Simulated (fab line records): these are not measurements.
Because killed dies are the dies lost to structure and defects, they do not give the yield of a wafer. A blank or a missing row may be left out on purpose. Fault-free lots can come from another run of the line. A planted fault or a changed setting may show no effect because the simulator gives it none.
A sampling plan put to the test    flow sky130    each of the 43 faults these records tell of, on one fab line, judged from the records of the lots it struck
What counts as the plan is the set of the line's own looks, namely the steps on the route at which a gauge or an inspection reads a wafer and does not change it. A look can be judged if struck wafers have a number there and the file gives its usual mean and standard deviation on fault-free wafers. Caught: 4 or more of those standard deviations (sigma) separate the usual mean from the mean of the struck wafers at a look after the fault's first step. On the tool: the fault's steps, tested the same way using the tool's own readings. A different recipe on the struck wafers counts as caught too, as does a record blank only for those wafers.

## THE FAULTS, as the simulator had put them in
1. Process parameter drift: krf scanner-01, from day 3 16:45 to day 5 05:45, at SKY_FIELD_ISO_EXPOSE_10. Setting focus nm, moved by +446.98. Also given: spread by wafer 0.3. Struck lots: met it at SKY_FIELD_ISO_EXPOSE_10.
2. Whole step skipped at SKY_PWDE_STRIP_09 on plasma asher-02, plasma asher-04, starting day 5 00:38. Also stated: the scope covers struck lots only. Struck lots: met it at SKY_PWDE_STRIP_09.
3. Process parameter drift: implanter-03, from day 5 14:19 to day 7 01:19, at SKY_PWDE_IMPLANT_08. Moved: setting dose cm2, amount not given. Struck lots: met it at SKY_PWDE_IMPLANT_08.
4. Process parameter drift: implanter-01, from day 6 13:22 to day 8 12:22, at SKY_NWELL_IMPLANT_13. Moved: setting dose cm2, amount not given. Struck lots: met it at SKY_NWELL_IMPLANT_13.
5. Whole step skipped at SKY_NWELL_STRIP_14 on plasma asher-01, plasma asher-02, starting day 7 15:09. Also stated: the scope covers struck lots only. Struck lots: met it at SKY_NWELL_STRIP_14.
6. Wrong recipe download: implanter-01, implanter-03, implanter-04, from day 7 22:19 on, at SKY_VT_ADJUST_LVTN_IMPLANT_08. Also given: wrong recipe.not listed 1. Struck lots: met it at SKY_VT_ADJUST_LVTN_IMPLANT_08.
7. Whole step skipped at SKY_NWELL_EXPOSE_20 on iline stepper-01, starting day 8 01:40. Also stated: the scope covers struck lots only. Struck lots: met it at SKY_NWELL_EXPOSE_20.
8. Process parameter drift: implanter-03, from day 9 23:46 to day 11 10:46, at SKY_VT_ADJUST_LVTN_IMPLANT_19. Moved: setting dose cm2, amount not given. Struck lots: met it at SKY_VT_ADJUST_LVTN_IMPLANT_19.
9. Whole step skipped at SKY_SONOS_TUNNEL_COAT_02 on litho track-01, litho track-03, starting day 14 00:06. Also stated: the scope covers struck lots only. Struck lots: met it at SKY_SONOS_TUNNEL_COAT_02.
10. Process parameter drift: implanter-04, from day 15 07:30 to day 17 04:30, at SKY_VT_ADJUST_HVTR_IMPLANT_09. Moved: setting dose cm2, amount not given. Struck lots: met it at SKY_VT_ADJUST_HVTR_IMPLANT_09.
11. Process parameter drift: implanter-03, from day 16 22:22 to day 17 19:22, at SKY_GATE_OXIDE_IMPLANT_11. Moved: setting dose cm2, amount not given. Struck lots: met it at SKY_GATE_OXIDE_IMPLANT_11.
12. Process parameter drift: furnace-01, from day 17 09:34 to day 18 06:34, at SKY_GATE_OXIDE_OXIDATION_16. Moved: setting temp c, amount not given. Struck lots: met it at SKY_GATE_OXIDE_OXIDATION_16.
13. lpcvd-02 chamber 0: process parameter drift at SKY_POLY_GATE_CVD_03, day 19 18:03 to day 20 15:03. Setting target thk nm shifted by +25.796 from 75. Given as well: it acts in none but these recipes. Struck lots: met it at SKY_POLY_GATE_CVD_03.
14. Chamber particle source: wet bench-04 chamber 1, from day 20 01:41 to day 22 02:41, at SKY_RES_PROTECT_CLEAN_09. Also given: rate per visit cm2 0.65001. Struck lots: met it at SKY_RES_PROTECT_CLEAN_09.
15. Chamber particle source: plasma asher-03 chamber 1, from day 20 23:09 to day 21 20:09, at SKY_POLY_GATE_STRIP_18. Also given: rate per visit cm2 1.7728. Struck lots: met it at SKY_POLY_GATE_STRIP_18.
16. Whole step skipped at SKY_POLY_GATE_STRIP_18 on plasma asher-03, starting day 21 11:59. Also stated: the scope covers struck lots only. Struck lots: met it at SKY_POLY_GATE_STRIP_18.
17. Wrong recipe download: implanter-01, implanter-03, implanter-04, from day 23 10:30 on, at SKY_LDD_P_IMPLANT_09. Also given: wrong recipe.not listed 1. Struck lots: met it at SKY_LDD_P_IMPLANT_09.
18. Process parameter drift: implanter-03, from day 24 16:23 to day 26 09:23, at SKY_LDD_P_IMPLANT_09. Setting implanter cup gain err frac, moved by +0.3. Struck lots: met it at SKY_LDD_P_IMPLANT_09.
19. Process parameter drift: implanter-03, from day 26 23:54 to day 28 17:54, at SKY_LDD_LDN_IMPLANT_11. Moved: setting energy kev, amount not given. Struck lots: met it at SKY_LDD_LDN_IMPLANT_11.
20. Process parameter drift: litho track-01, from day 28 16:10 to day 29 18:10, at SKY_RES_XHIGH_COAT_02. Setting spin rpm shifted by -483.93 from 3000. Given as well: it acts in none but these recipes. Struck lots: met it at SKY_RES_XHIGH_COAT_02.
21. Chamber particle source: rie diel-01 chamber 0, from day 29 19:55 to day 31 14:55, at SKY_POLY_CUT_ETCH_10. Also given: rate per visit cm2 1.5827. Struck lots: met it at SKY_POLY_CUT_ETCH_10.
22. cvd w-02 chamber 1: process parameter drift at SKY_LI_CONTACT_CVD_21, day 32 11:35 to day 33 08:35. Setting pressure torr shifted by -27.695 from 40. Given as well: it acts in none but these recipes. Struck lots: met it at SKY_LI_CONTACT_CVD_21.
23. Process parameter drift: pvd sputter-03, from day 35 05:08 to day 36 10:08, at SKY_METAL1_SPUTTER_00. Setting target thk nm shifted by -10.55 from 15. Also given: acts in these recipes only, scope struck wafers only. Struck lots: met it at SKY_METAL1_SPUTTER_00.
24. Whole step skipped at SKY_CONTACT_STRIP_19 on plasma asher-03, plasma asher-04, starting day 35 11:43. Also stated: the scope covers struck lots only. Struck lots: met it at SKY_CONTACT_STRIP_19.
25. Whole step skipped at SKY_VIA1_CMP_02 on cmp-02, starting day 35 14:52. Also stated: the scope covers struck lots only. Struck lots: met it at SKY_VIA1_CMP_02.
26. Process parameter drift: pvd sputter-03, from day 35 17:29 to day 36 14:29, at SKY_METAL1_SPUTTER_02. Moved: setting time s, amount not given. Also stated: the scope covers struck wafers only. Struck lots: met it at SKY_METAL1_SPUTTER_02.
27. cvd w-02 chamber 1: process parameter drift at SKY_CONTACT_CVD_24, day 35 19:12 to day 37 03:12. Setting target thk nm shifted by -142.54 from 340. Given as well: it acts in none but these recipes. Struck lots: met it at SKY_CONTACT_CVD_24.
28. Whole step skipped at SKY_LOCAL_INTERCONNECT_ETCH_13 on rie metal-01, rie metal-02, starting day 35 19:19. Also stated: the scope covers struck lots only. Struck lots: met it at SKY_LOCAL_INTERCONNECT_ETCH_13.
29. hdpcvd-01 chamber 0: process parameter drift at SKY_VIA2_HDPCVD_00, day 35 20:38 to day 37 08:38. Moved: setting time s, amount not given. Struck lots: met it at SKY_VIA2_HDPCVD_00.
30. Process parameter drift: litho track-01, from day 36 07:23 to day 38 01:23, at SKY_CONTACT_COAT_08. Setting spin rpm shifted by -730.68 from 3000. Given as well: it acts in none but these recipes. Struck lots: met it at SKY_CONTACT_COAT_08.
31. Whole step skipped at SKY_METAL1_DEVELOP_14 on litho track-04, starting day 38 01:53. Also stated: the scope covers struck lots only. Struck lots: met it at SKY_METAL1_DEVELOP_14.
32. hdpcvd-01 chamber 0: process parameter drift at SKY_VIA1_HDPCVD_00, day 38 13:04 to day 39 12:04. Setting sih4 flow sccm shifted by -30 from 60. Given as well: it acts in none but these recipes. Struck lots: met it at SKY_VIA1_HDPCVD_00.
33. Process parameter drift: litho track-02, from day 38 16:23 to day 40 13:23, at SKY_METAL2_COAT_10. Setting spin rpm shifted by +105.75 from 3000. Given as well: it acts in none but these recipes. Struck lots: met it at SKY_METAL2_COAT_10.
34. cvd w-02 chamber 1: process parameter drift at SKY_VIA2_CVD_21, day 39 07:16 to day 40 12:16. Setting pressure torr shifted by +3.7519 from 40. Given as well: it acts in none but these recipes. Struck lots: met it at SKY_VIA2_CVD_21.
35. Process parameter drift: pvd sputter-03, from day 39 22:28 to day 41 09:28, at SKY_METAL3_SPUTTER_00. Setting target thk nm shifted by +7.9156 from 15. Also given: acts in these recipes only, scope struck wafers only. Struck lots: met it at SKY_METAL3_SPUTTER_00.
36. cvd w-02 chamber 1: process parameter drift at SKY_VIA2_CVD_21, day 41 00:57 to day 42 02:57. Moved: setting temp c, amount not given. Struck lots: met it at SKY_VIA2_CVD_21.
37. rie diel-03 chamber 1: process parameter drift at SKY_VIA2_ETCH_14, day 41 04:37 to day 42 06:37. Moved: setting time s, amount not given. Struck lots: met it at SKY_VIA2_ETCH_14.
38. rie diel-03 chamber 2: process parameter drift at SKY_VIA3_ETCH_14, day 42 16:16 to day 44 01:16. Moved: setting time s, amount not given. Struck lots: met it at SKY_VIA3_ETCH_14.
39. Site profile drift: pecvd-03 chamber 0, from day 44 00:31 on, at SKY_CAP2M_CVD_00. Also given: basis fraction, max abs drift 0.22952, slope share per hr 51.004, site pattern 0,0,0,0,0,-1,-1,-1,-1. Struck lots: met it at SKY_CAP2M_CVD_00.
40. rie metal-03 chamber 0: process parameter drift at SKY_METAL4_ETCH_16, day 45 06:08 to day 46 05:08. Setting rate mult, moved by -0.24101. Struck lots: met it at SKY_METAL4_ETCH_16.
41. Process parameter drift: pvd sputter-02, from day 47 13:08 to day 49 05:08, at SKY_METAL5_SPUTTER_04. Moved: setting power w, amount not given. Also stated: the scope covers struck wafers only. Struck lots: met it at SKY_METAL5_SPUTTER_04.
42. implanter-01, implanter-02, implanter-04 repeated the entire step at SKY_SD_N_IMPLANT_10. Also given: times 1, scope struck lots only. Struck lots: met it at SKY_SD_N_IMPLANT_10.
43. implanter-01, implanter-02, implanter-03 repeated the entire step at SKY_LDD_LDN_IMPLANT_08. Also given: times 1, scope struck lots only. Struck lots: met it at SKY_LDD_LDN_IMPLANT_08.

## WHAT THE PLAN SAW
fault  on the tool itself                                first look that catches it                       reading, sigma                                              median hours from its first step to that look  hours from the fault's start to the first struck lot there  judged looks passed uncaught
1      exposure dose mJ cm2 -84 sigma                    SKY_FIELD_ISO_CD_MEAS_13                         cd nm -57                                                   8.4                                            21                                                          0
2      the tool's record is blank for the struck wafers  SKY_NWELL_TW_MEAS_15                             NWELL_TW -99 or beyond                                      19.1                                           24                                                          0
3      dose ions cm2 +99 or beyond sigma                 SKY_PWDE_TW_MEAS_10                              PWDE_TW +10                                                 0.2                                            3                                                           0
4      dose ions cm2 -99 or beyond sigma                 SKY_NWELL_RS_MEAS_29                             NWELL_RS +5.9                                               21.0                                           28                                                          0
5      the tool's record is blank for the struck wafers  SKY_NWELL_TW_MEAS_26                             NWELL_2_TW -99 or beyond                                    21.1                                           25                                                          0
6      no reading that can be judged                     SKY_VT_ADJUST_LVTN_TW_MEAS_10                    VT_ADJUST_LVTN_TW +99 or beyond                             0.2                                            5                                                           0
7      no reading that can be judged                     no look after it can be judged                   -                                                           -                                              -                                                           0
8      dose ions cm2 +99 or beyond sigma                 SKY_VT_ADJUST_LVTN_TW_MEAS_21                    VT_ADJUST_LVTN_2_TW +8.7                                    0.2                                            9                                                           0
9      the tool's record is blank for the struck wafers  no look after it can be judged                   -                                                           -                                              -                                                           0
10     dose ions cm2 -99 or beyond sigma                 SKY_VT_ADJUST_HVTR_TW_MEAS_11                    VT_ADJUST_HVTR_TW -41                                       0.2                                            3                                                           0
11     dose ions cm2 +99 or beyond sigma                 SKY_GATE_OXIDE_TW_MEAS_14                        GATE_OXIDE_TW +23                                           0.4                                            17                                                          0
12     tube center temp C +99 or beyond sigma            no look after it can be judged                   -                                                           -                                              -                                                           0
13     under 2 sigma                                     SKY_POLY_GATE_THK_MEAS_04                        POLY_GATE_CVD_03_THK +37                                    1.4                                            6                                                           0
14     no reading that can be judged                     no look after it can be judged                   -                                                           -                                              -                                                           0
15     under 2 sigma                                     not the one look that can be judged after it     -                                                           -                                              -                                                           1
16     the tool's record is blank for the struck wafers  not the one look that can be judged after it     -                                                           -                                              -                                                           1
17     no reading that can be judged                     SKY_LDD_P_TW_MEAS_11                             LDD_P_TW +89                                                0.2                                            2                                                           0
18     faraday current uA +15 sigma                      SKY_LDD_P_TW_MEAS_11                             LDD_P_TW -11                                                0.2                                            15                                                          0
19     beam energy keV +99 or beyond sigma               no look after it can be judged                   -                                                           -                                              -                                                           0
20     spin speed rpm -99 or beyond sigma                none of the 2 looks that can be judged after it  -                                                           -                                              -                                                           2
21     under 2 sigma                                     not the one look that can be judged after it     -                                                           -                                              -                                                           1
22     chamber pressure Torr -99 or beyond sigma         SKY_LI_CONTACT_RS_MEAS_22                        LI_CONTACT_W_RS +57                                         0.1                                            15                                                          0
23     under 2 sigma                                     no look after it can be judged                   -                                                           -                                              -                                                           0
24     the tool's record is blank for the struck wafers  no look after it can be judged                   -                                                           -                                              -                                                           0
25     the tool's record is blank for the struck wafers  SKY_VIA1_BOW_MEAS_03                             VIA1_BOW +5.4                                               0.3                                            5                                                           0
26     under 2 sigma                                     SKY_METAL1_RS_MEAS_05                            METAL1_ALCU_RS -4.5                                         0.1                                            5                                                           0
27     under 2 sigma                                     SKY_CONTACT_RS_MEAS_25                           CONTACT_W_RS +63                                            0.1                                            8                                                           0
28     the tool's record is blank for the struck wafers  no look after it can be judged                   -                                                           -                                              -                                                           0
29     run length s +99 or beyond sigma                  SKY_VIA2_THK_MEAS_01                             VIA2_HDPCVD_THK +39                                         0.1                                            4                                                           0
30     spin speed rpm -99 or beyond sigma                no look after it can be judged                   -                                                           -                                              -                                                           0
31     no reading that can be judged                     no look after it can be judged                   -                                                           -                                              -                                                           0
32     sih4 flow sccm -99 or beyond sigma                SKY_VIA1_THK_MEAS_01                             VIA1_HDPCVD_THK -50                                         0.1                                            6                                                           0
33     spin speed rpm +66 sigma                          none of the 2 looks that can be judged after it  -                                                           -                                              -                                                           2
34     chamber pressure Torr +42 sigma                   none of the 2 looks that can be judged after it  strongest: VIA2_W_RS at SKY_VIA2_RS_MEAS_22, -3.0           -                                              -                                                           2
35     under 2 sigma                                     no look after it can be judged                   -                                                           -                                              -                                                           0
36     susceptor temp C +52 sigma                        SKY_VIA2_RS_MEAS_22                              VIA2_W_RS -17                                               0.1                                            3                                                           0
37     oes product au +26 sigma                          no look after it can be judged                   -                                                           -                                              -                                                           0
38     run length s -41 sigma                            no look after it can be judged                   -                                                           -                                              -                                                           0
39     under 2 sigma                                     SKY_CAP2M_THK_MEAS_01                            CAP2M_CVD_00_THK -8.3                                       0.0                                            8                                                           0
40     under 2 sigma                                     no look after it can be judged                   -                                                           -                                              -                                                           0
41     cathode dc power W +99 or beyond sigma            not the one look that can be judged after it     strongest: METAL5_ALCU_THK at SKY_METAL5_THK_MEAS_06, -2.7  -                                              -                                                           1
42     no reading that can be judged                     SKY_SD_N_RS_MEAS_16                              SD_N_RS -24                                                 0.9                                            -                                                           0
43     no reading that can be judged                     SKY_LDD_LDN_TW_MEAS_13                           LDD_LDN_TW +10                                              1.0                                            -                                                           0
Dash: fault not caught, or number not given in these records.

Caught at a look: 22 of 43. Caught on the tool: 27 of 43. By one or the other: 35 of 43.
Faults 9, 12, 16, 19, 20, 24, 28, 30, 33, 34, 37, 38, 41 were caught on the tool alone.
Caught at a look alone: faults 6, 13, 17, 26, 27, 39, 42, 43.
Caught by neither: faults 7, 14, 15, 21, 23, 31, 35, 40.

## THINNER SAMPLING
Were the look that catches a fault to measure just every second or every third lot (counted by lot number), the first struck lot would, at worst, be measured this late:
fault  struck lots at that look, in order of time  every lot  every second lot  every third lot
1      L407                                        21 h       may miss it       may miss it
2      L712, L713                                  24 h       28 h              may miss all 2
3      L696, L701                                  3 h        33 h              may miss all 2
4      L277, L281                                  28 h       may miss all 2    may miss all 2
5      L891, L892                                  25 h       30 h              may miss all 2
6      L846, L847, L848, L849                      5 h        17 h              21 h
8      L296, L297                                  9 h        14 h              may miss all 2
10     L335, L338                                  3 h        28 h              may miss all 2
11     L689, L690                                  17 h       21 h              may miss all 2
13     L577                                        6 h        may miss it       may miss it
17     L641, L642, L643, L644                      2 h        7 h               16 h
18     L475, L477                                  15 h       may miss all 2    may miss all 2
22     L403, L404                                  15 h       19 h              may miss all 2
25     L715, L716                                  5 h        11 h              may miss all 2
26     L154, L156                                  5 h        may miss all 2    may miss all 2
27     L890, L893                                  8 h        25 h              may miss all 2
29     L121, L123                                  4 h        may miss all 2    may miss all 2
32     L766, L767                                  6 h        10 h              may miss all 2
36     L815, L816                                  3 h        6 h               may miss all 2
39     L341, L344                                  8 h        27 h              may miss all 2
Hours are from the fault's start to the first struck lot that is measured. Since the struck wafers were tested as one group against 4 sigma, a single lot by itself may lie under the limit. Other struck lots may not be in these records.

## THE LONGEST TIMED WAY FROM STEP TO LOOK
Fault 5: the median time between SKY_NWELL_STRIP_14 and SKY_NWELL_TW_MEAS_26 is 21.1 hours. No look between them can be judged.
